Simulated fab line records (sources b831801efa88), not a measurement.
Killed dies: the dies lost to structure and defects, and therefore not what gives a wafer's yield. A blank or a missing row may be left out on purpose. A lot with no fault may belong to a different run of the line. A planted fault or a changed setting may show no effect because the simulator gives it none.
Struck lot and sound lot, side by side + flow sky130 + 21 steps out of a route of 708
Sound: these wafers, L969.1, L969.3, L969.4. Struck: wafer L975.4 (left out: L975.2, a lot-mate that was not struck); the cause follows at the end.
Order at every step that has rows: each side's tool, ch and its chambers, its first start. Under that, the readings that differ: sound wafers + struck wafers + difference of the means + sigmas: that difference in standard deviations of wafers without a fault.
alike: same words and numbers on both sides, and readings whose means sit less than 2 such deviations apart. not compared: any withheld reading, any reading some wafer has no value for, any bound like >300 that may hide the same value, and any number with overlapping values for which the record gives no deviation.
The two part at a step that has a row with sigmas, a row that says differs or no value, or rows on one side only. Numbers that don't overlap but have no deviation are shown without sigmas and don't part them. A reading that every wafer of one side lacks parts them only if that side has two wafers or more.

SKY_SD_N_RS_MEAS_17: a four-point-probe measurement.
  sound on film-metro-03, day 31 16:50; struck on film-metro-02, day 34 07:45
  alike: SD_P_RS
SKY_SD_N_RS_MEAS_18: a four-point-probe measurement.
  sound on film-metro-03, day 31 16:58; struck on film-metro-02, day 34 07:52
  alike: RES_XHIGH_RS
then, 2 steps without rows for these wafers: SKY_SALICIDE_CLEAN_00 (cleans in HF-last, time 30 s); SKY_LI_CONTACT_HDPCVD_00 (deposits PSG, target thk 930 nm, time 155 s).
SKY_LI_CONTACT_THK_MEAS_01:
  sound on film-metro-03, day 31 17:12; struck on film-metro-04, day 34 08:06
  alike: LI_CONTACT_HDPCVD_THK
SKY_LI_CONTACT_CMP_02: polishes PSG.
  sound on cmp-02 ch 0,1,2, day 31 17:16; struck on cmp-02 ch 3, day 34 08:09
  alike: motor-current-A, time-to-endpoint-s
SKY_LI_CONTACT_BOW_MEAS_03:
  sound on film-metro-03, day 31 17:34; struck on film-metro-02, day 34 08:28
  alike: LI_CONTACT_BOW
then, 5 steps without rows for these wafers: SKY_LI_CONTACT_DEHYDRATE_04 (time 60 s); SKY_LI_CONTACT_HMDS_05 (prime time 60 s); SKY_LI_CONTACT_COAT_06 (resist thk 60 nm); SKY_LI_CONTACT_COAT_07 (resist thk 450 nm); SKY_LI_CONTACT_SOFTBAKE_08 (time 90 s).
SKY_LI_CONTACT_EXPOSE_09: exposes mask LICM1, target cd 170 nm.
  sound on krf-scanner-02 ch 0, day 32 07:24; struck on krf-scanner-02 ch 0, day 34 19:43
  alike: mask, exposure-dose-mJ-cm2
then, 2 steps without rows for these wafers: SKY_LI_CONTACT_PEB_10; SKY_LI_CONTACT_DEVELOP_11 (develop time 60 s).
SKY_LI_CONTACT_CD_MEAS_12 targets a cd of 170 nm.
  sound on cd-sem-01, day 32 20:18; struck on cd-sem-02, day 35 09:58
| reading    | sound             | struck | difference | sigmas |
|------------|-------------------|--------|------------|--------|
| cd-nm (nm) | 169.3 168.1 169.6 | 130.4  | -38.6      | -20    |
SKY_LI_CONTACT_OVL_MEAS_13:
  sound on overlay-02, day 32 20:25; struck on overlay-01, day 35 10:05
  alike: LI_CONTACT_OVL
SKY_LI_CONTACT_ETCH_14: etches BARC in N2/H2, stops on SiO2, time 45.9 s, target depth 60 nm.
  sound on rie-diel-04 ch 1,2,3, day 32 20:28; struck on rie-diel-03 ch 1, day 35 10:07
| reading                     | sound             | struck | difference | sigmas |
|-----------------------------|-------------------|--------|------------|--------|
| rf-hours-counter-h (h)      | 9 15 10           | 2      | -9         |        |
| model.LI_CONTACT.cd-nm (nm) | 169.8 168.7 169.9 | 130.8  | -38.7      |        |
  alike: drypump-motor-current-A, oes-product-au, rf-fwd-power-W, throttle-valve-pct
SKY_LI_CONTACT_ETCH_15: etches PSG in C4F8/O2/Ar, stops on Si, target depth 600 nm.
  sound on rie-diel-04 ch 1,2,3, day 32 20:30; struck on rie-diel-03 ch 1, day 35 10:09
| reading                     | sound             | struck | difference | sigmas |
|-----------------------------|-------------------|--------|------------|--------|
| model.LI_CONTACT.cd-nm (nm) | 170.1 168.6 169.9 | 130.2  | -39.3      |        |
  alike: oes-product-au, rf-fwd-power-W
SKY_LI_CONTACT_STRIP_16: strips in O2/N2.
  sound on plasma-asher-02 ch 0,1, day 32 20:35; struck on plasma-asher-01 ch 1, day 35 10:14
| reading               | sound             | struck | difference | sigmas |
|-----------------------|-------------------|--------|------------|--------|
| oes-product-au (a.u.) | 0.380 0.377 0.380 | 0.368  | -0.011     | -2     |
  alike: drypump-motor-current-A, strip-time-to-endpoint-s
  not compared: rf-hours-counter-h
-- a jump in the record: the struck wafers' starts before and after are 15 days apart (it breaks off in module LI_CONTACT and resumes in module PAD_OPEN, where the first step shown is number 708 of the route) --
SKY_PAD_OPEN_PROBE_99:
  sound on prober-01, day 48 08:50; struck on prober-01, day 50 07:25
| reading            | sound    | struck | difference | sigmas |
|--------------------|----------|--------|------------|--------|
| killed_at_M4_up    | 2 1 1    | 5      | +4         | +2     |
| killed-at-contacts | 19 34 24 | 416    | +390       | +78    |
| killed-dies        | 67 80 77 | 479    | +404       | +46    |
| killed-on-rim      | 16 12 14 | 95     | +81        | +24    |
  alike: killed_at_M0_to_M3, killed-at-front-end, killed-at-other, killed-open, killed-short

== WHERE THEY PART ==
First at SKY_LI_CONTACT_CD_MEAS_12; last, within this record, at SKY_PAD_OPEN_PROBE_99.

WHY: whatever the simulator had introduced
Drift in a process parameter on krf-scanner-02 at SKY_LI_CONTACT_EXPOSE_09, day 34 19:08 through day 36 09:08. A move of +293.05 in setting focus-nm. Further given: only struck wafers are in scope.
